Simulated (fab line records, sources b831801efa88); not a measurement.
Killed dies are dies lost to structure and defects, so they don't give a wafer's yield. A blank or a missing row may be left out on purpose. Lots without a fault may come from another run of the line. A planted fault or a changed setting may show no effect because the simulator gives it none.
Which tool did it? | flow sky130 | 11 lots, 33 wafers sampled, at 3 steps of a route of 708

WHAT THE GAUGES READ, wafer by wafer
SKY_VT_ADJUST_NCORE_OVL_MEAS_08.
lot  | measured     | on         | VT_ADJUST_NCORE_OVL (nm)
L496 | day 8 10:44  | overlay-01 | -0.3 -0.7 0.2
L497 | day 8 21:10  | overlay-01 | -0.8 -3.6 -2.5
L502 | day 11 00:20 | overlay-01 | -2.9 -1.8 -0.3
L504 | day 11 12:07 | overlay-01 | -2.1 -3.2 -1.7
L505 | day 11 17:26 | overlay-01 | 1.7 0.1 -1.5
L507 | day 12 08:41 | overlay-02 | -1.8 -1.3 -1.6
L511 | day 12 22:02 | overlay-02 | -1.1 -9.7 -7.7 1.8 -7.0 -5.4
L510 | day 13 00:11 | overlay-02 | -3.0 -1.7 -3.5
L517 | day 14 19:49 | overlay-02 | -6.0 -1.7 -3.4
L518 | day 15 04:56 | overlay-02 | -0.3 0.2 0.1
L519 | day 15 14:49 | overlay-02 | -2.1 -2.4 -1.1

WHICH TOOL RAN EACH LOT (tool, then ch and the chambers of the sampled wafers, then the start)
lot  | SKY_VT_ADJUST_LVTN_STRIP_20          | SKY_VT_ADJUST_NCORE_EXPOSE_04
L496 | plasma_asher-02 ch 0,1, day 7 14:27  | iline_stepper-02 ch 0, day 8 00:41
L497 | plasma_asher-03 ch 0,1, day 8 00:11  | iline_stepper-02 ch 0, day 8 10:19
L502 | plasma_asher-01 ch 0,1, day 10 01:14 | iline_stepper-02 ch 0, day 10 12:34
L504 | plasma_asher-01 ch 0,1, day 10 12:06 | iline_stepper-02 ch 0, day 11 00:31
L505 | plasma_asher-01 ch 0,1, day 10 17:38 | iline_stepper-02 ch 0, day 11 05:26
L507 | plasma_asher-01 ch 0,1, day 11 08:21 | iline_stepper-01 ch 0, day 11 20:23
L511 | plasma_asher-01 ch 0,1, day 11 21:15 | iline_stepper-02 ch 0, day 12 09:40
L510 | plasma_asher-02 ch 0,1, day 11 23:24 | iline_stepper-01 ch 0, day 12 11:31
L517 | plasma_asher-01 ch 0,1, day 13 17:38 | iline_stepper-01 ch 0, day 14 06:58
L518 | plasma_asher-03 ch 0,1, day 14 01:26 | iline_stepper-01 ch 0, day 14 15:15
L519 | plasma_asher-02 ch 0,1, day 14 10:45 | iline_stepper-01 ch 0, day 15 00:13
- SKY_VT_ADJUST_LVTN_STRIP_20: strips in O2/N2.
- SKY_VT_ADJUST_NCORE_EXPOSE_04: exposes mask LVTN COMPLEMENT THIN, target cd 380 nm.

THE ANSWER, worked out from the rows above alone
Rule: what is usual is taken from the lots themselves. Put in order of their means at a reading, lots are off if they are a third of the lots or fewer, leave a main group of 4 or more, and stand apart from it by a gap of 3 or more times the standard deviation of the main group's means; of several such gaps the widest counts. A main group whose means are all the same, to the digits that the tables above print for the reading, isn't used. A lot without any number at a reading at which 4 lots or more have one is off too. The other lots that the step has rows for count as sound.
No lot is off at any reading shown: from this, nothing can be told.

WHAT THE SIMULATOR HAD PUT IN
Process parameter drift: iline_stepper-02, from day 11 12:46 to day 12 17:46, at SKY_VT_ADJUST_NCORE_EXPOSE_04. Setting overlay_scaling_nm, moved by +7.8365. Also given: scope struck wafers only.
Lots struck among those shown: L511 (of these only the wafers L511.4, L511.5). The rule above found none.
